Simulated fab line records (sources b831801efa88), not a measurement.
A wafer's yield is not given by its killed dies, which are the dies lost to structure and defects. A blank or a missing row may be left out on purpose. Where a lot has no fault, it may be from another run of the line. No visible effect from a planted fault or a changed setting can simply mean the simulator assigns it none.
Chamber matching -- flow sky130 -- wet-bench-03 running SKY_SONOS_TUNNEL_STRIP_11: 3 sister chambers
The step strips in SPM, time 600 s. 3 wafers are shown with their chamber, then 4 later ones without.

WAFERS, EACH WITH ITS CHAMBER
wafer,chamber,bath-guard-temp-C (C)
L650.6,2,130.6
L652.6,3,130.6
L654.2,0,129.7

WAFERS WITH NO CHAMBER GIVEN
wafer,bath-guard-temp-C (C)
L654.5,130.2
L657.1,130.6
L657.2,130.5
L657.4,130.4

CHAMBER TAKEN BY EACH
wafer,from the rows above,in truth
L654.5,can't be placed: 2 or 3 or 0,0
L657.1,can't be placed: 2 or 3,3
L657.2,can't be placed: 2 or 3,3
L657.4,can't be placed: 2 or 3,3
Correctly placed: 0 of 4. Not placeable from these rows: 4 (in 4, the candidates include the true chamber). Number placed wrongly: 0.
How it was worked out, from the rows above alone: a wafer's distance from a chamber is the root of the sum, over the readings, of the square of ((its reading less the chamber's mean) divided by the reading's scatter). The wafer belongs to the nearest chamber; if the next one is less than 2 further off, it can't be placed. The mean given for a chamber averages the wafers shown for that chamber. The scatter: with one shown wafer a chamber, the root of the mean of the squares of how far each hidden wafer lies from its nearest shown one.
